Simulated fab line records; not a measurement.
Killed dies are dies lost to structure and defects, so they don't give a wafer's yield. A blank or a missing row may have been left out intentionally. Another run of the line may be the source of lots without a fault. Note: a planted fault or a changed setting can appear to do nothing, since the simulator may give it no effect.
A single fault, viewed from 2 desks	flow sfq line	numbers are kept per desk, each desk with only its own; the story behind them comes last

AT THE METROLOGY DESK
What the gauges read, lot by lot, whatever tool the lot ran on: means of the sampled wafers that have a number. The brackets show how far a lot's mean lies from the usual mean; more than 4 standard deviations puts the lot out of limits, marked OUT.
Columns: A = I3_BOW at SFQ_I3_BOW_MEAS_922, usual 2 um; B = JJ_NB_RS at SFQ_JJ_RS_MEAS_929, usual 1.057 ohm/sq
lot	first seen here	A	B
L758	day 33 08:10	-6	1.075
L759	day 33 14:11	12	1.052
L760	day 33 14:30	13	1.048
L761	day 34 11:08	3	1.050
L762	day 35 06:07	-12	1.078
L763	day 35 08:10	10	1.068
L765	day 39 06:31	-4	1.070
L766	day 39 15:32	-1	0.940 (-6.9) OUT
L767	day 39 19:08	3	1.068
L768	day 46 05:14	4	0.935 (-7.2) OUT
L773	day 48 03:44	4	1.025
L774	day 48 18:47	0	1.038
L778	day 49 09:44	12	1.056
L781	day 50 00:16	-5	1.047
Finding of this desk: L766, L768 out of limits, first seen on L766 at day 51 21:35 (JJ_NB_RS at SFQ_JJ_RS_MEAS_929). In limits: L758, L759, L760, L761, L762, L763, L765, L767, L773, L774, L778, L781.

THE TOOL OWNER'S DESK: pvd sputter-04
The tool's own readings at SFQ_TRILAYER_JJ_TRILAYER_DEP_SPUTTER_112 (material Nb, target thk 170 nm, time 113.3 s): means of the sampled wafers that have a number, for each lot that ran on this tool. The brackets show how far a lot's mean lies from the usual mean; more than 4 standard deviations puts the lot out of limits, marked OUT.
Columns: A = throttle valve pct at SFQ_TRILAYER_JJ_TRILAYER_DEP_SPUTTER_112, usual 30.2 %
lot	first seen here	A
L760	day 50 17:25	30.2
L761	day 51 10:53	31.1
L763	day 51 14:53	31.0
L766	day 51 21:29	29.9
L768	day 51 23:53	31.1
L773	day 58 06:44	30.4
L774	day 58 22:17	31.3
L781	day 60 08:38	31.1
This desk's verdict: no lot among the 8 shows anything out of limits.

BROUGHT TOGETHER
Metrology desk: alarm possible at day 51 21:35 on L766, L768.
Nothing out of limits was seen by the tool owner's desk.
Tool owner's desk: L766, L768 on record, inside its limits.
On pvd sputter-04, each named lot ran SFQ_TRILAYER_JJ_TRILAYER_DEP_SPUTTER_112.

WHAT THE SIMULATOR HAD PUT IN
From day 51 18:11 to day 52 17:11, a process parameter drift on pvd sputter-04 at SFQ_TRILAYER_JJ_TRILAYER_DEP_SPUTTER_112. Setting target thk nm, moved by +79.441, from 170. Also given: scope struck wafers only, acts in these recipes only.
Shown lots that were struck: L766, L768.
Time in hours between the start of the fault and the first out-of-limits reading at each desk: metrology desk, 3.
